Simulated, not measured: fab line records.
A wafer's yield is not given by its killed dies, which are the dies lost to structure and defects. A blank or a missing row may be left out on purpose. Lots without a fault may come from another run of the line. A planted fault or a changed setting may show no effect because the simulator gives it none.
One fault through the eyes of 2 desks | flow gf180mcu | each desk holds nothing but its own numbers, with what lay behind them at the end

THE METROLOGY DESK
What the gauges read for every lot (on any tool): the sampled wafers with a number, averaged. A lot is out of limits, marked OUT, if its mean lies more than 4 standard deviations from the usual mean; the brackets give that distance.
Columns: A = M3_ALCU_RS at GF_M3_RS_MEAS_05, usual 0.0695 ohm/sq; B = V3_BOW at GF_V3_BOW_MEAS_05, usual 117 um; C = V3_W_RS at GF_V3_RS_MEAS_24, usual 0.330 ohm/sq; D = V3_W_THK at GF_V3_THK_MEAS_25, usual 342 nm
lot  | first seen here | A      | B   | C               | D
L787 | day 21 17:31    | 0.0703 | 131 | 0.326           | 344
L788 | day 22 08:40    | 0.0695 | 116 | 0.281 (-12) OUT | 401 (+12) OUT
L789 | day 22 14:05    | 0.0696 | 126 | 0.328           | 344
L790 | day 22 18:29    | 0.0686 | 114 | 0.279 (-12) OUT | 400 (+11) OUT
L798 | day 25 15:47    | 0.0687 | 116 | 0.328           | 343
L799 | day 26 01:22    | 0.0705 | 119 | 0.331           | 341
L801 | day 26 09:25    | 0.0692 | 123 | 0.328           | 339
L802 | day 26 17:46    | 0.0696 | 124 | 0.330           | 341
L803 | day 27 03:22    | 0.0700 | 105 | 0.329           | 347
L804 | day 27 07:45    | 0.0693 | 121 | 0.323           | 346
L806 | day 27 21:04    | 0.0695 | 115 | 0.325           | 348
This desk's finding: out of limits on L788, L790; first on L788, day 24 08:56 (V3_W_RS at GF_V3_RS_MEAS_24). L787, L789, L798, L799, L801, L802, L803, L804, L806: within limits.

FOR THE TOOL OWNER'S DESK: cvd w-01
The tool's own readings at GF_V3_CVD_23 (deposits W, target thk 350 nm, time 104.9 s): means of the sampled wafers that have a number, for each lot that ran on this tool. A lot is out of limits, marked OUT, if its mean lies more than 4 standard deviations from the usual mean; the brackets give that distance.
Columns: A = heater power w at GF_V3_CVD_23, usual 871 W; B = susceptor temp C at GF_V3_CVD_23, usual 400.02 C
lot  | first seen here | A   | B
L787 | day 23 17:51    | 852 | 399.86
L788 | day 24 08:48    | 929 | 409.03 (+43) OUT
L790 | day 24 17:07    | 914 | 409.20 (+44) OUT
L798 | day 27 12:00    | 859 | 399.96
L801 | day 28 04:50    | 876 | 399.91
L803 | day 28 20:54    | 874 | 400.24
L804 | day 29 01:02    | 870 | 400.19
L806 | day 29 13:33    | 858 | 400.02
This desk's finding: out of limits on L788, L790; first on L788, day 24 08:48 (susceptor temp C at GF_V3_CVD_23). L787, L798, L801, L803, L804, L806: within limits.

ALL TOGETHER
The tool owner's desk could have raised an alarm at day 24 08:48, on L788, L790.
At day 24 08:56 the metrology desk could have sounded an alarm, on L788, L790.
Of the lots named, all ran GF_V3_CVD_23 on cvd w-01.

WHAT THE SIMULATOR HAD PUT IN
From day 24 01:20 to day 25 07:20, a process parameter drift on cvd w-01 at GF_V3_CVD_23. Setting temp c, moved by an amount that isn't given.
Struck lots among those shown: L788, L790.
Delay (hours) between the fault's onset and each desk's first out-of-limits reading: 7 at the tool owner's desk, 8 at the metrology desk.
